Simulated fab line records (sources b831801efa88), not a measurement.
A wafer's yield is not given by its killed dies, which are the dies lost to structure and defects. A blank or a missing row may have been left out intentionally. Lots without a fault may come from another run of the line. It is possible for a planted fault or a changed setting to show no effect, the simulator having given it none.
Problem report in the 8D (eight disciplines) form, filled by code    flow sky130    the parts of the form that need people (team, actions taken, sign-off) are left out

1. THE PROBLEM
SKY_VT_ADJUST_HVTR_CD_MEAS_07, cd-nm: mean 401.9 nm over 1 wafer from 1 lot; wafers with no fault: 380.1 nm, standard deviation 2.6. That is +8.4 standard deviations from the usual mean.
The step: target cd 380 nm.
Seen first at day 15 07:12 on cd-sem-02, wafer L709.6. The record holds 38 wafers of 13 lots with a number at this step. The rule behind "out" and "out of limits": a value lying over 4 standard deviations away from the usual mean. The other wafers with a number count as sound.

2. WHAT IT IS; WHAT IT IS NOT
question                     is                 is not
which readings at this step  cd-nm              -
which lots                   L709               L690, L692, L695, L696, L698, L699, L700, L701, L705, L708, L711, L713
which wafers of those lots   L709.6             L709.1
read on which gauges         cd-sem-02          cd-sem-01
when                         from day 15 07:12  up to then (31 sound wafers); but 6 sound wafers of L711, L713 came after

3. WHAT RULES OUT EACH SUSPECT
Counting: if a tool at a process step up to the reading ran every lot that is out, it stays a suspect. Sound lots after the first of them don't rule it out here, since some wafers of a struck lot are sound.
- the gauge at SKY_VT_ADJUST_HVTR_CD_MEAS_07: kept. All the wafers that are out were read on cd-sem-02, and no step on other tools shows them out.
- litho-track-01 at SKY_VT_ADJUST_HVTR_DEVELOP_06 (develop time 60 s): kept. L709, the lot that is out, went through it at day 15 07:03; up to then, the latest sound lot through it was L705 at day 14 19:16.
Left after counting: litho-track-01 at SKY_VT_ADJUST_HVTR_DEVELOP_06, cd-sem-02 at SKY_VT_ADJUST_HVTR_CD_MEAS_07.

4. THE CAUSE (what the simulator had put in)
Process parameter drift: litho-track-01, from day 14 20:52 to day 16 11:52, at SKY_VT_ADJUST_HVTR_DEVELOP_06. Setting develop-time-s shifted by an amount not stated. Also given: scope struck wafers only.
After counting, 2 suspects remain, this tool included.

5. THE CHAIN OF EFFECTS, in route order
Each row: a reading where the mean over the struck wafers with a number is more than 3 standard deviations away from the usual. Scope: only readings with a usual standard deviation given in the record; hours: median across lots of the time from each lot's start at the first step in this table that gives one to its start at this step; sigmas: change in usual standard deviations.
hours  step                           reading  usual     on struck wafers  change  sigmas
0      SKY_VT_ADJUST_HVTR_CD_MEAS_07  cd-nm    380.1 nm  401.9             +21.8   +8.4

6. WHAT WOULD HAVE CAUGHT IT SOONER
Counted from the fault's start at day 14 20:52, it took 10 hours until the first out-of-limits reading at a measuring or inspecting step in this record, taken at day 15 07:12.
An alarm limit of 4 standard deviations would not have fired on the tool readings at SKY_VT_ADJUST_HVTR_DEVELOP_06 for which the record gives a usual standard deviation, since none of them was out on any struck wafer.
All the lots that are out (1) had begun SKY_VT_ADJUST_HVTR_DEVELOP_06 on litho-track-01 by day 15 07:12. Tool hold at that time: it would have spared none of them.
